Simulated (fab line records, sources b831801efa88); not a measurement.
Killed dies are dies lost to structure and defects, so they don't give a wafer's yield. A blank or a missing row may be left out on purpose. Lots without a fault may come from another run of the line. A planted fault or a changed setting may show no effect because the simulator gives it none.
fab line records | flow sky130
record lots=6 wafers=18 last_day=49
route steps=708 shown VIA2@523 METAL3@532 PAD_OPEN@708
lots that met no fault: from a run of the same line without faults
start_h: hours from the record's first day to the start of the lot's first wafer shown | wait_h: hours since the lot's step before | " the same as in the row above | L1.1+2: a row that stands for several wafers | - no value, or no start given | * or withheld: withheld | < > ~ a bound
route shown NAME@n: a module of which the file shows steps, and the number in the route of the first | usual: mean/standard deviation of fault-free wafers | same: alike in all rows | chamber/n: place in a boat | sites: the reading at each site | _std_site: their standard deviation | _edge_site: outer sites' mean less inner sites' | radius_mm: how far each site lies from the wafer's centre | mask NAME#n: copy n | behind: the tool/chamber that last shaped the wafer | hold: why the lot was held/for how many hours/how that ended | device: the transistor (n, p or np) that didn't switch | end of line: the same wafers' tests at the end of the route | a step without rows: its recipe alone | killed: dies lost to structure and defects at the first sort, not the wafer's yield | map: a wafer's dies, x killed, . not, _ none there
set.NAME: the setting as run; set.NAME@STEP: as run at that earlier step | model.NAME: the simulator's own value behind a step, which no gauge read
lots at some steps of the route; a table a step, a row a wafer
services: from which hour (start_h, from the record's first day; less than 0 if before it) a tool's chamber was out of use, for how many hours, and why
## steps
# step SKY_VIA2_STRIP_16
# recipe chemistry=O2/N2 power_w=1400 pressure_mtorr=1500 platen_temp_c=withheld o2_flow_sccm=3000 n2_flow_sccm=300 overash_fraction=0.5
# usual drypump_motor_current_A=5.6/0.39 oes_product_au=0.397/0.0047 strip_time_to_endpoint_s=4.04/0.034
# columns lot.wafer tool chamber start_h wait_h drypump_motor_current_A oes_product_au rf_hours_counter_h strip_time_to_endpoint_s
L670.2 plasma_asher-03 1 893.21 0.0 5.9 0.390 104 4.03
L670.5 " 0 " " 4.9 0.402 - 3.99
L670.6 " 1 " " 5.9 0.399 - 4.03
L674.2 plasma_asher-03 0 922.26 0.0 5.0 0.410 107 4.09
L674.3 " 1 " " 5.8 0.399 - 4.02
L674.6 " 0 " " 5.0 0.398 - 4.03
L678.3 plasma_asher-04 1 944.40 0.1 5.3 0.399 - 4.01
L678.4 " 0 " " 5.8 0.393 - 3.96
L678.5 " 1 " " 5.3 0.393 - 3.98
L682.4 plasma_asher-02 0 967.71 0.1 6.2 0.403 - 3.99
L682.5 " 1 " " 5.4 0.386 - 4.01
L682.6 " 0 " " 6.2 0.402 - 3.99
L684.3 plasma_asher-03 1 977.35 0.1 5.8 0.393 - 4.05
L684.4 " 0 " " 5.0 0.386 - 4.00
L684.6 " 0 " " 5.0 0.396 - 4.05
L685.1 plasma_asher-04 0 980.77 0.0 5.8 0.402 84 4.01
L685.4 " 1 " " 5.3 0.398 - 4.07
L685.5 " 0 " " 5.8 0.403 - 4.04
# step SKY_VIA2_STRIP_17
# recipe chemistry=post_etch_residue_remover time_s=1200 temp_c=72.5
# step SKY_VIA2_CLEAN_18
# recipe chemistry=IPA time_s=180 temp_c=25
# step SKY_VIA2_CLEAN_19
# recipe chemistry=O3/DIW dry=n2_spin
# step SKY_VIA2_SPUTTER_20
# recipe material=TiN target_thk_nm=20 chamber_pressure_pa=5 power_w=4000 time_s=80
# usual cathode_dc_power_W=4000.0/0.7 throttle_valve_pct=30.1/1
# same time_s=80
# columns lot.wafer tool chamber start_h wait_h cathode_dc_power_W throttle_valve_pct
L670.2 pvd_sputter-02 - 894.15 0.0 3999.6 30.3
L670.5 " - " " 3999.2 29.1
L670.6 " - " " 3999.0 31.7
L674.2 pvd_sputter-03 - 922.87 0.0 3999.1 30.9
L674.3 " - " " 3998.7 28.1
L674.6 " - " " 4000.6 31.2
L678.3 pvd_sputter-03 - 944.99 0.0 4000.0 29.8
L678.4 " - " " 3999.2 30.8
L678.5 " - " " 3999.4 29.7
L682.4 pvd_sputter-01 - 968.26 0.0 4000.1 29.8
L682.5 " - " " 4000.4 28.6
L682.6 " - " " 3998.7 31.4
L684.3 pvd_sputter-02 - 977.90 0.0 3999.8 31.5
L684.4 " - " " 4000.7 29.1
L684.6 " - " " 3999.2 31.3
L685.1 pvd_sputter-02 - 981.36 0.0 3999.6 29.8
L685.4 " - " " 4000.8 29.7
L685.5 " - " " 3999.6 29.4
# step SKY_VIA2_CVD_21
# recipe material=W target_thk_nm=420 time_s=126.4 temp_c=400 pressure_torr=40
# usual heater_power_outer_w=524/34 heater_power_w=843/59
# same time_s=126.4
# columns lot.wafer tool chamber start_h wait_h heater_power_outer_w heater_power_w since_wet_clean_h
L670.2 cvd_w-01 1 894.21 0.0 605 1009 990
L670.5 " 0 " " 520 903 -
L670.6 " 1 " " 618 1018 -
L674.2 cvd_w-02 0 922.93 0.0 530 820 519
L674.3 " 1 " " 511 822 -
L674.6 " 0 " " 513 810 -
L678.3 cvd_w-02 1 945.10 0.1 514 787 -
L678.4 " 0 " " 524 792 -
L678.5 " 0 " " 526 817 -
L682.4 cvd_w-01 1 968.37 0.1 554 910 -
L682.5 " 0 " " 478 822 -
L682.6 " 1 " " 549 892 -
L684.3 cvd_w-01 0 978.01 0.1 476 795 -
L684.4 " 1 " " 575 888 -
L684.6 " 1 " " 567 900 -
L685.1 cvd_w-02 0 981.43 0.0 526 807 577
L685.4 " 0 " " 545 799 -
L685.5 " 0 " " 515 813 -
# step SKY_VIA2_RS_MEAS_22
# recipe thk_meas_gauge=four-point-probe reads=W_of_VIA2_CVD_21+TiN_of_VIA2_SPUTTER_20
# usual VIA2_W_RS=0.274/0.0046
# columns lot.wafer tool chamber start_h wait_h VIA2_W_RS[ohm/sq]
L670.2 film_metro-03 - 894.36 0.1 0.274
L670.5 " - " " 0.277
L670.6 " - " " 0.279
L674.2 film_metro-03 - 923.08 0.1 0.280
L674.3 " - " " 0.265
L674.6 " - " " 0.277
L678.3 film_metro-03 - 945.23 0.1 0.273
L678.4 " - " " 0.282
L678.5 " - " " 0.279
L682.4 film_metro-03 - 968.52 0.1 0.276
L682.5 " - " " 0.272
L682.6 " - " " 0.274
L684.3 film_metro-04 - 978.14 0.1 0.270
L684.4 " - " " 0.274
L684.6 " - " " 0.274
L685.1 film_metro-04 - 981.56 0.1 0.279
L685.4 " - " " 0.278
L685.5 " - " " 0.281
# step SKY_VIA2_THK_MEAS_23
# recipe thk_meas_gauge=xrf reads=W_of_VIA2_CVD_21
# usual VIA2_W_THK=408/8.4
# columns lot.wafer tool chamber start_h wait_h VIA2_W_THK[nm]
L670.2 film_metro-03 - 894.47 0.1 409
L670.5 " - " " 402
L670.6 " - " " 402
L674.2 film_metro-03 - 923.19 0.1 407
L674.3 " - " " 429
L674.6 " - " " 409
L678.3 film_metro-03 - 945.33 0.1 418
L678.4 " - " " 402
L678.5 " - " " 405
L682.4 film_metro-03 - 968.61 0.1 408
L682.5 " - " " 414
L682.6 " - " " 410
L684.3 film_metro-04 - 978.24 0.1 407
L684.4 " - " " 405
L684.6 " - " " 406
L685.1 film_metro-04 - 981.68 0.1 399
L685.4 " - " " 400
L685.5 " - " " 393
# step SKY_VIA2_CMP_24
# recipe stop_on=SiO2 t_overpolish_s=20 down_force_psi=3.5 platen_rpm=60 target_thk_nm=0 pad_velocity_m_s=0.94248
# step SKY_METAL3_SPUTTER_00
# recipe material=Ti target_thk_nm=15 power_w=3000 time_s=10 chamber_pressure_pa=0.4
# usual cathode_dc_power_W=3000.0/0.54 throttle_valve_pct=30.0/1.1
# same time_s=10
# columns lot.wafer tool chamber start_h wait_h cathode_dc_power_W throttle_valve_pct
L670.2 pvd_sputter-01 - 894.82 0.2 3001.0 28.3
L670.5 " - " " 2999.8 28.6
L670.6 " - " " 2999.6 31.3
L674.2 pvd_sputter-02 - 923.54 0.1 2999.3 29.7
L674.3 " - " " 2999.8 30.1
L674.6 " - " " 2999.9 30.0
L678.3 pvd_sputter-02 - 945.67 0.1 2999.9 31.6
L678.4 " - " " 3001.2 29.8
L678.5 " - " " 3000.3 30.3
L682.4 pvd_sputter-02 - 968.94 0.2 3001.2 29.4
L682.5 " - " " 3000.4 30.2
L682.6 " - " " 2999.5 29.9
L684.3 pvd_sputter-01 - 978.58 0.1 3000.6 28.5
L684.4 " - " " 2999.0 31.2
L684.6 " - " " 2999.4 30.6
L685.1 pvd_sputter-01 - 982.04 0.1 3000.6 28.1
L685.4 " - " " 2999.6 31.1
L685.5 " - " " 3000.4 29.9
# step SKY_METAL3_SPUTTER_01
# recipe material=TiN target_thk_nm=20 power_w=6500 time_s=16.7 chamber_pressure_pa=0.4
# step SKY_METAL3_SPUTTER_02
# recipe material=AlCu target_thk_nm=735 power_w=10600 time_s=39.1 chamber_pressure_pa=0.4
# step SKY_METAL3_SPUTTER_03
# recipe material=Ti target_thk_nm=5 power_w=3000 time_s=3.3 chamber_pressure_pa=0.4
# usual cathode_dc_power_W=3000.0/0.58 throttle_valve_pct=30.0/1.1
# columns lot.wafer tool chamber start_h wait_h cathode_dc_power_W throttle_valve_pct model.Ti_of_METAL3_SPUTTER_03.thk_nm
L670.2 pvd_sputter-01 - 894.90 0.0 3000.1 28.5 5.032
L670.5 " - " " 2999.6 28.2 5.106
L670.6 " - " " 3000.4 31.2 5.107
L674.2 pvd_sputter-02 - 923.62 0.0 2999.9 29.9 5.001
L674.3 " - " " 2999.7 29.9 5.186
L674.6 " - " " 2999.9 30.0 5.069
L678.3 pvd_sputter-02 - 945.75 0.0 2999.6 31.6 4.89
L678.4 " - " " 2999.7 30.1 5.14
L678.5 " - " " 2999.0 30.0 3.404
L682.4 pvd_sputter-02 - 969.02 0.0 2998.5 29.1 5.088
L682.5 " - " " 3000.7 30.1 3.338
L682.6 " - " " 2999.3 30.0 3.3
L684.3 pvd_sputter-01 - 978.66 0.0 3001.2 28.1 5.186
L684.4 " - " " 2999.4 31.3 5.184
L684.6 " - " " 3000.3 30.2 4.969
L685.1 pvd_sputter-01 - 982.12 0.0 3000.4 28.2 5.036
L685.4 " - " " 3000.3 31.3 4.956
L685.5 " - " " 2999.8 29.7 4.892
# step SKY_METAL3_SPUTTER_04
# recipe material=TiN target_thk_nm=70 power_w=6500 time_s=58.3 chamber_pressure_pa=0.4
# usual cathode_dc_power_W=6500.1/1.2 throttle_valve_pct=30.0/1.1
# same time_s=58.3
# columns lot.wafer tool chamber start_h wait_h cathode_dc_power_W throttle_valve_pct
L670.2 pvd_sputter-01 - 894.92 0.0 6500.4 28.3
L670.5 " - " " 6499.8 28.4
L670.6 " - " " 6499.7 31.3
L674.2 pvd_sputter-02 - 923.64 0.0 6500.5 29.8
L674.3 " - " " 6497.8 30.1
L674.6 " - " " 6498.8 29.9
L678.3 pvd_sputter-02 - 945.77 0.0 6501.0 31.4
L678.4 " - " " 6500.9 29.8
L678.5 " - " " 6497.7 30.1
L682.4 pvd_sputter-02 - 969.04 0.0 6498.8 29.2
L682.5 " - " " 6500.7 30.1
L682.6 " - " " 6499.7 29.8
L684.3 pvd_sputter-01 - 978.68 0.0 6498.9 28.2
L684.4 " - " " 6501.3 31.3
L684.6 " - " " 6500.8 30.4
L685.1 pvd_sputter-01 - 982.14 0.0 6501.9 28.5
L685.4 " - " " 6499.3 31.5
L685.5 " - " " 6500.6 29.8
# step SKY_PAD_OPEN_PROBE_99
# usual defect_limited_yield=82.5/1.9 killed_at_M0_to_M3=43/6.8 killed_at_M4_up=3.2/1.8 killed_at_contacts=24/6.2 killed_at_front_end=15/4.7 killed_at_other=0.4/0.63 killed_dies=86/9.6 killed_on_rim=17/3.9 killed_open=47/6.9 killed_short=39/6.3 sort_bin_3_pad_short=0.9/0.46 sort_bin_5_function=10.5/1.5 sort_bin_6_memory=6.1/1.1 sort_n_pass=406/9.6 sort_yield_pct=82.5/1.9
# same gross_dies=492 killed_at_back_side=0 sort_bin_4_leakage[%]=0 sort_bin_8_speed[%]=0
# columns lot.wafer tool chamber start_h wait_h defect_limited_yield[%] killed_at_M0_to_M3 killed_at_M4_up killed_at_contacts killed_at_front_end killed_at_other killed_dies killed_on_rim killed_open killed_short sort_bin_3_pad_short[%] sort_bin_5_function[%] sort_bin_6_memory[%] sort_n_pass sort_yield_pct[%]
L670.2 prober-02 - 1112.08 0.1 82.5 59 3 16 8 0 86 18 52 34 0.2 10.6 6.7 406 82.5
L670.5 prober-02 - 1112.23 0.2 85.8 29 4 24 13 0 70 15 31 39 1.2 7.1 5.9 422 85.8
L670.6 prober-02 - 1112.28 0.2 85.4 28 4 19 21 0 72 14 35 36 0.2 9.8 4.7 420 85.4
# killed by level:class
L670.2 VIA2:geometric_particle:open=16 VIA1:geometric_particle:open=10 VIA2:geometric_particle:short=8 CONTACT:geometric_particle:open=7 VIA3:geometric_particle:open=7 VIA1:geometric_particle:short=6 METAL2:geometric_particle:short=5 METAL1:geometric_particle:short=4
L670.5 CONTACT:geometric_particle:open=7 VIA1:geometric_particle:short=6 LI_CONTACT:geometric_particle:open=6 CONTACT:geometric_particle:short=5 VIA2:geometric_particle:open=4 VIA1:geometric_particle:open=4 METAL4:geometric_particle:short=4 FIELD_ISO:geometric_particle:short=3
L670.6 FIELD_ISO:geometric_particle:open=6 VIA1:geometric_particle:open=6 POLY_GATE:geometric_particle:short=5 LI_CONTACT:geometric_particle:open=5 VIA2:geometric_particle:open=5 VIA3:geometric_particle:short=5 FIELD_ISO:geometric_particle:short=4 LI_CONTACT:geometric_particle:short=4
## services
# columns tool chamber start_h hours kind
pvd_sputter-01 1 870.15 - consumable_replace:kit
pvd_sputter-01 1 870.15 18.0 scheduled_down
pvd_sputter-01 1 870.15 18.0 vent_cycle
pvd_sputter-02 0 881.92 - consumable_replace:kit
pvd_sputter-02 0 881.92 18.0 scheduled_down
pvd_sputter-02 0 881.92 18.0 vent_cycle
plasma_asher-03 - 886.42 2.8 pm
cvd_w-01 - 890.37 1.3 repair
plasma_asher-04 - 895.30 5.5 repair
cvd_w-01 - 904.12 14.0 pm
cvd_w-01 0 904.12 14.0 vent_cycle
cvd_w-01 1 904.12 14.0 vent_cycle
cvd_w-01 0 918.12 - clean
cvd_w-01 1 918.12 - clean
pvd_sputter-03 - 951.90 0.8 repair
pvd_sputter-03 0 958.13 - consumable_replace:kit
pvd_sputter-03 0 958.13 18.0 scheduled_down
pvd_sputter-03 0 958.13 18.0 vent_cycle
pvd_sputter-03 - 964.66 6.2 repair
## key
first_sign none at tools or gauges
model_effect step=SKY_METAL3_SPUTTER_03 value=Ti_of_METAL3_SPUTTER_03.thk_nm without=5.102 struck=3.348
met_at SKY_METAL3_SPUTTER_03
struck_wafers L678.5,L682.5,L682.6
onset_between 923.62 945.75
fault kind=process_parameter_drift tool=pvd_sputter-02 chamber=- onset_h=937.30 steps=SKY_METAL3_SPUTTER_03 channel=target_thk_nm offset=-1.7548 shape=step end_h=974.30 scope=struck_wafers_only acts_in=these_recipes_only stated=5
